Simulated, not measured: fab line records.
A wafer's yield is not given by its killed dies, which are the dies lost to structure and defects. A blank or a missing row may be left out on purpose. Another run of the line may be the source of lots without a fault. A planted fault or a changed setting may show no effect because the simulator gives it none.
Which tool was responsible? ; flow gf180mcu ; 17 wafers sampled from 6 lots at 1 step of a route of 602

== WHAT EACH GAUGE READ, for each wafer ==
GF_VT_IMPLANT_OVL_MEAS_07.
lot;measured;on;VT_IMPLANT_OVL (nm)
L540;day 6 04:31;overlay-01;-2.5 -0.5 -3.5
L542;day 6 14:40;overlay-01;-0.7 -1.9 0.1
L546;day 7 14:47;overlay-02;-2.9 -4.6 -2.7
L548;day 8 09:29;overlay-02;-0.3 -0.1 -1.5
L558;day 10 17:40;overlay-02;-2.2 -2.0
L560;day 11 06:05;overlay-02;0.0 -0.6 -0.8

== WHAT TOOL EACH LOT RAN ON (gives the tool, then ch and the chambers of the sampled wafers, and finally the start) ==
Record: no process step prior to these readings.

== THE ANSWER, worked out from the rows above alone ==
Rule: what is usual is taken from the lots themselves. The widest of any qualifying gaps counts: lots, ordered by their means at a reading, are off when they make up no more than a third of the lots, leave a main group of 4 or more, and stand apart from it by 3 or more times the standard deviation of that group's means. A main group whose means are all the same, to the digits that the tables above print for the reading, isn't used. A lot without any number at a reading at which 4 lots or more have one is off too. All remaining lots with rows at the step are treated as sound.
Nothing can be told from this: no lot is off at any reading shown.

== WHAT HAD BEEN PUT IN BY THE SIMULATOR ==
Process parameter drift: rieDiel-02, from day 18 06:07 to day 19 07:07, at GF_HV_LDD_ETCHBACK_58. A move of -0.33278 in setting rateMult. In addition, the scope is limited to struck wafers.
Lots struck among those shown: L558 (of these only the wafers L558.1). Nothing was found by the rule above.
